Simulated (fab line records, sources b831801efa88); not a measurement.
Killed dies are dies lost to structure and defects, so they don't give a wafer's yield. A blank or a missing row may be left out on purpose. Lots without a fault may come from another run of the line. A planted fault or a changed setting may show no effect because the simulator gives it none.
A struck lot beside a sound one | flow gf180mcu | 16 steps out of a route of 602
Sound: wafers L346.1, L346.2, L346.5. Struck: wafers L359.1, L359.4, L359.6. The cause comes at the end.
At each step with rows: each side's tool, then ch and its chambers, then its first start. Under that, the readings that differ: sound wafers | struck wafers | difference of the means | sigmas: that difference in standard deviations of wafers without a fault.
alike: readings whose means differ by less than 2 such deviations, and words and numbers that are the same on both sides. not compared: withheld readings, readings that some wafer has no value for, bounds like >300 that may hide the same value, and numbers for which the record gives no deviation and whose values overlap.
The two part at a step that has a row with sigmas, a row that says differs or no value, or rows on one side only. Numbers that don't overlap but have no deviation are shown without sigmas and don't part them. A reading that every wafer of one side lacks parts them only if that side has two wafers or more.

first, 1 step without rows for these wafers: GF_MVSD_IMPLANT_09.
GF_MVSD_STRIP_10: strips in O2/N2.
  sound on plasma_asher-03 ch 0,1, day 4 14:01; struck on plasma_asher-01 ch 0,1, day 7 15:29
  alike: drypump_motor_current_A, heater_power_w, oes_product_au, strip_time_to_endpoint_s
  not compared: rf_hours_counter_h
GF_MVSD_TW_MEAS_11:
  sound on film_metro-01, day 4 14:07; struck on film_metro-01, day 7 15:35
  alike: MVSD_TW
then, 7 steps without rows for these wafers: GF_MVPSD_DEHYDRATE_00 (time 60 s); GF_MVPSD_HMDS_01 (prime time 60 s); GF_MVPSD_COAT_02 (resist thk 3000 nm); GF_MVPSD_SOFTBAKE_03; GF_MVPSD_EXPOSE_04 (exposes mask MVPSD, target cd 1000 nm); GF_MVPSD_PEB_05; GF_MVPSD_DEVELOP_06 (develop time 60 s).
GF_MVPSD_OVL_MEAS_07:
  sound on overlay-01, day 5 04:16; struck on overlay-01, day 8 07:29
  alike: MVPSD_OVL
then, 1 step without rows for these wafers: GF_MVPSD_IMPLANT_08.
GF_MVPSD_IMPLANT_09:
  sound on implanter-02 ch 0, day 5 04:26; struck on implanter-01 ch 0, day 8 07:40
  reading            | sound                     | struck                          | difference  | sigmas
  dose_ions_cm2      | 4.998e+12 5.005e+12 5e+12 | 5.3608e+13 5.362e+13 5.3611e+13 | +4.8612e+13 | +99 or more
  faraday_current_uA | 28.9 28.3 28.5            | 311.9 305.9 300.2               | +277.4      | +99 or more
GF_MVPSD_STRIP_10: strips in O2/N2.
  sound on plasma_asher-04 ch 0,1, day 5 04:35; struck on plasma_asher-03 ch 0,1, day 8 07:49
  alike: drypump_motor_current_A, heater_power_w, oes_product_au, strip_time_to_endpoint_s
  not compared: rf_hours_counter_h
GF_MVPSD_TW_MEAS_11:
  sound on film_metro-03, day 5 04:41; struck on film_metro-03, day 8 08:08
  reading  | sound             | struck            | difference | sigmas
  MVPSD_TW | 554.6 556.0 558.2 | 749.6 752.7 754.0 | +195.8     | +89
  not compared: hold
GF_PASSIVATION_PROBE_99:
  the record has rows for the sound wafers here (prober-02, day 29 03:32) and none for the struck ones

WHERE THEY PART
First at GF_MVPSD_IMPLANT_09; last, within this record, at GF_PASSIVATION_PROBE_99.

WHY: what the simulator had put in
Process parameter drift: implanter-01, from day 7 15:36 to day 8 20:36, at GF_MVPSD_IMPLANT_09. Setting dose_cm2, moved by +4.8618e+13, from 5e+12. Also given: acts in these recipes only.
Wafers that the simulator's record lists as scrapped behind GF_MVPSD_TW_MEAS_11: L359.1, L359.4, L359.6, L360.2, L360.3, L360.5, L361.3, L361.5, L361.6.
